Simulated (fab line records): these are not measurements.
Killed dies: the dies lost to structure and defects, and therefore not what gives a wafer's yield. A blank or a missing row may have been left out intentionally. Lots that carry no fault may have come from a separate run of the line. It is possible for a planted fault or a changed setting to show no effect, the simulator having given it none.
Matching of chambers | flow gf180mcu | pecvd-04 running GF_V1_CVD_02: 3 sister chambers
The step deposits SiO2 from TEOS, target thk 850 nm, time 94.851 s. 6 wafers are shown with their chamber, then 7 later ones without.

## WAFERS, EACH WITH ITS CHAMBER
wafer  | chamber | rfFwdPowerW (W) | heaterPowerW (W)
L607.3 | 0       | 596.7           | 820
L618.4 | 2       | 595.6           | 747
L619.5 | 1       | 596.7           | 762
L619.6 | 0       | 592.7           | 753
L626.1 | 1       | 598.8           | 654
L626.2 | 2       | 596.5           | 795

## WAFERS MISSING THEIR CHAMBER
wafer  | rfFwdPowerW (W) | heaterPowerW (W)
L626.4 | 597.8           | 725
L627.2 | 598.0           | 649
L627.4 | 598.0           | 719
L627.6 | 593.0           | 778
L630.2 | 597.1           | 674
L630.3 | 598.3           | 783
L630.5 | 595.5           | 765

## THE CHAMBER EACH PASSED THROUGH
wafer  | from the rows above          | in truth
L626.4 | can't be placed: 1 or 2 or 0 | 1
L627.2 | can't be placed: 1 or 2 or 0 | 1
L627.4 | can't be placed: 1 or 2 or 0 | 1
L627.6 | can't be placed: 0 or 2 or 1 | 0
L630.2 | can't be placed: 1 or 2 or 0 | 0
L630.3 | can't be placed: 2 or 1 or 0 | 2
L630.5 | can't be placed: 2 or 0 or 1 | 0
0 of 7 placed correctly. These rows do not allow placing 7 (true chamber among the candidates in 7). Placed wrongly: 0.
How it was worked out, from the rows above alone: a wafer's distance from a chamber is the root of the sum, over the readings, of the square of ((its reading less the chamber's mean) divided by the reading's scatter). The wafer belongs to the nearest chamber; if the next one is less than 2 further off, it can't be placed. A chamber's mean is the mean of its shown wafers. The scatter is the square root of a quotient: the sum, over the shown wafers, of each reading's squared deviation from its chamber's mean, divided by wafers minus chambers.
